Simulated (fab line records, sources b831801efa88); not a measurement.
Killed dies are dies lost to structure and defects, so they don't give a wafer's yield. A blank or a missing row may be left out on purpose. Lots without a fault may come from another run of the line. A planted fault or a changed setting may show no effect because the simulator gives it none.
Which tool did it? | flow sky130 | 13 lots, 39 wafers sampled, at 5 steps of a route of 708

WHAT THE GAUGES READ, wafer by wafer
SKY_VT_ADJUST_LVTN_OVL_MEAS_18. Usual: VT_ADJUST_LVTN_01_OVL -0.8 nm, standard deviation 1.6.
lot  | measured     | on         | VT_ADJUST_LVTN_01_OVL (nm) | flag
L686 | day 8 04:43  | overlay-01 | 1.2 2.5 2.7                |
L687 | day 8 09:31  | overlay-01 | -0.1 0.3 -0.4              |
L688 | day 8 20:46  | overlay-02 | -3.4 -2.1 -2.9             |
L692 | day 9 21:10  | overlay-01 | -0.9 0.3 -0.4              |
L691 | day 9 22:35  | overlay-02 | -0.1 -0.1 -1.4             |
L693 | day 10 05:46 | overlay-01 | -2.4 -0.1 -1.8             |
L699 | day 12 06:10 | overlay-02 | -0.1 0.0 -0.3              |
L700 | day 12 08:55 | overlay-01 | 0.3 -1.8 0.1               |
L702 | day 12 19:22 | overlay-02 | -0.5 -0.7 0.1              |
L703 | day 13 00:28 | overlay-01 | -2.0 -2.6 -2.1             |
L705 | day 13 16:04 | overlay-01 | 0.1 0.0 0.2                |
L706 | day 14 04:10 | overlay-01 | -0.8 -0.4 -0.2             |
L707 | day 14 07:19 | overlay-02 | -2.4 -2.1 -3.2             |

SKY_VT_ADJUST_PCH_TW_MEAS_10. Usual: VT_ADJUST_PCH_TW 141.9, standard deviation 1.8.
lot  | measured     | on            | VT_ADJUST_PCH_TW  | flag
L686 | day 10 21:52 | film_metro-02 | 142.8 142.9 142.8 |
L687 | day 11 04:43 | film_metro-01 | 142.6 142.3 142.1 |
L688 | day 11 17:58 | film_metro-02 | 143.3 143.2 143.0 |
L692 | day 12 21:16 | film_metro-01 | 149.4 150.8 149.2 | OFF
L691 | day 12 21:47 | film_metro-01 | 142.4 141.6 141.5 |
L693 | day 13 07:01 | film_metro-03 | 147.3 147.8 147.0 | OFF
L699 | day 15 13:12 | film_metro-03 | 140.3 140.5 139.4 |
L700 | day 15 15:52 | film_metro-01 | 142.3 142.9 142.5 |
L702 | day 16 04:13 | film_metro-02 | 144.7 145.1 143.8 |
L703 | day 16 09:07 | film_metro-02 | 144.1 144.1 144.2 |
L705 | day 17 02:28 | film_metro-03 | 139.5 141.0 139.8 |
L706 | day 17 15:12 | film_metro-03 | 139.5 140.2 139.9 |
L707 | day 17 19:21 | film_metro-03 | 139.2 139.6 140.4 |

SKY_SONOS_TUNNEL_OVL_MEAS_08. Usual: SONOS_TUNNEL_OVL 0.4 nm, standard deviation 1.2.
lot  | measured     | on         | SONOS_TUNNEL_OVL (nm) | flag
L686 | day 11 21:44 | overlay-01 | 0.3 -1.0 0.3          |
L687 | day 12 04:38 | overlay-01 | 0.2 1.5 1.6           |
L688 | day 12 18:36 | overlay-02 | -2.9 -1.3 -0.6        |
L692 | day 13 22:24 | overlay-02 | 3.1 3.0 2.1           |
L691 | day 13 23:40 | overlay-02 | 0.0 0.3 -1.4          |
L693 | day 14 08:44 | overlay-02 | 1.1 1.1 0.7           |
L699 | day 16 17:32 | overlay-02 | -0.4 -0.5 0.3         |
L700 | day 16 20:42 | overlay-02 | -0.8 -0.3 -1.5        |
L702 | day 17 08:23 | overlay-02 | -0.9 -0.7 -0.9        |
L703 | day 17 13:32 | overlay-01 | 1.4 0.6 2.2           |
L705 | day 18 07:14 | overlay-01 | 3.4 2.1 3.8           |
L706 | day 18 20:53 | overlay-02 | 2.3 1.1 0.0           |
L707 | day 19 01:44 | overlay-01 | 0.6 0.3 1.5           |

SKY_SONOS_ONO_THK_MEAS_01. Usual: SONOS_ONO_OXIDATION_THK 2.61 nm, standard deviation 0.063.
lot  | measured     | on            | SONOS_ONO_OXIDATION_THK (nm) | flag
L686 | day 12 00:38 | film_metro-03 | 2.69 2.67 2.60               |
L687 | day 12 07:33 | film_metro-03 | 2.59 2.61 2.58               |
L688 | day 12 21:25 | film_metro-03 | 2.63 2.63 2.62               |
L692 | day 14 00:17 | film_metro-04 | 2.60 2.62 2.55               |
L691 | day 14 01:38 | film_metro-04 | 2.49 2.56 2.51               |
L693 | day 14 10:59 | film_metro-04 | 2.53 2.57 2.46               |
L699 | day 16 20:25 | film_metro-04 | 2.61 2.64 2.61               |
L700 | day 17 00:18 | film_metro-03 | 2.59 2.65 2.59               |
L702 | day 17 10:16 | film_metro-02 | 2.67 2.71 2.71               |
L703 | day 17 16:23 | film_metro-03 | 2.61 2.68 2.68               |
L705 | day 18 09:12 | film_metro-04 | 2.51 2.56 2.57               |
L706 | day 19 00:33 | film_metro-04 | 2.75 2.77 2.72               |
L707 | day 19 03:58 | film_metro-02 | 2.48 2.49 2.54               |

WHICH TOOL RAN EACH LOT (tool, then ch and the chambers of the sampled wafers, then the start)
lot  | SKY_VT_ADJUST_PCH_IMPLANT_08
L686 | implanter-01 ch 0, day 10 21:37
L687 | implanter-03 ch 0, day 11 04:29
L688 | implanter-02 ch 0, day 11 17:45
L692 | implanter-01 ch 0, day 12 21:03
L691 | implanter-02 ch 0, day 12 21:34
L693 | implanter-01 ch 0, day 13 06:46
L699 | implanter-02 ch 0, day 15 12:57
L700 | implanter-02 ch 0, day 15 15:39
L702 | implanter-01 ch 0, day 16 03:59
L703 | implanter-01 ch 0, day 16 08:53
L705 | implanter-01 ch 0, day 17 02:14
L706 | implanter-03 ch 0, day 17 14:57
L707 | implanter-03 ch 0, day 17 19:06
- SKY_VT_ADJUST_PCH_IMPLANT_08

WHAT THE TOOLS THEMSELVES READ (means of the sampled wafers that have a number; where no wafer has one, the mark that the record gives instead)
SKY_VT_ADJUST_PCH_IMPLANT_08. Usual: beam_on_s 10.01 s, standard deviation 0.19; end_station_pressure_torr 5.01e-06 Torr, standard deviation 2.8e-07; faraday_current_uA 2.82, standard deviation 0.054.
lot  | tool         | beam_on_s (s) | end_station_pressure_torr (Torr) | faraday_current_uA | flag
L686 | implanter-01 | 10.07         | 5.00e-06                         | 2.80               |
L687 | implanter-03 | 9.93          | 4.77e-06                         | 2.83               |
L688 | implanter-02 | 9.82          | 4.90e-06                         | 2.87               |
L692 | implanter-01 | 12.14         | 9.23e-05                         | 2.36               | OFF
L691 | implanter-02 | 9.84          | 5.14e-06                         | 2.87               |
L693 | implanter-01 | 12.06         | 9.39e-05                         | 2.36               | OFF
L699 | implanter-02 | 9.91          | 5.14e-06                         | 2.85               |
L700 | implanter-02 | 10.02         | 5.09e-06                         | 2.81               |
L702 | implanter-01 | 9.98          | 5.01e-06                         | 2.82               |
L703 | implanter-01 | 10.07         | 5.07e-06                         | 2.79               |
L705 | implanter-01 | 10.03         | 4.90e-06                         | 2.81               |
L706 | implanter-03 | 10.00         | 5.30e-06                         | 2.82               |
L707 | implanter-03 | 10.14         | 5.10e-06                         | 2.78               |

THE ANSWER, worked out from the rows above alone
Rule: a lot is off if the mean of its wafers that have a number lies more than 3 standard deviations from the usual mean. A lot without any number at a reading at which 4 lots or more have one is off too. The other lots that the step has rows for count as sound. The gauges are gone through in route order, then the tools' own readings, and for those a lot's mean is taken as printed above. The first step at which some lot is off is used, and at that step the reading that is off furthest; a lot without a number counts as furthest.
Off: L692, L693, at SKY_VT_ADJUST_PCH_TW_MEAS_10 (VT_ADJUST_PCH_TW).
A tool fits if, at a process step before that reading, it ran every lot that is off, and no sound lot after the first of them. The gauges at SKY_VT_ADJUST_PCH_TW_MEAS_10 aren't tried: what is off there is off at SKY_VT_ADJUST_PCH_IMPLANT_08 too, on other tools, and a gauge's error can't cause that. None of those tried fits.

WHAT THE SIMULATOR HAD PUT IN
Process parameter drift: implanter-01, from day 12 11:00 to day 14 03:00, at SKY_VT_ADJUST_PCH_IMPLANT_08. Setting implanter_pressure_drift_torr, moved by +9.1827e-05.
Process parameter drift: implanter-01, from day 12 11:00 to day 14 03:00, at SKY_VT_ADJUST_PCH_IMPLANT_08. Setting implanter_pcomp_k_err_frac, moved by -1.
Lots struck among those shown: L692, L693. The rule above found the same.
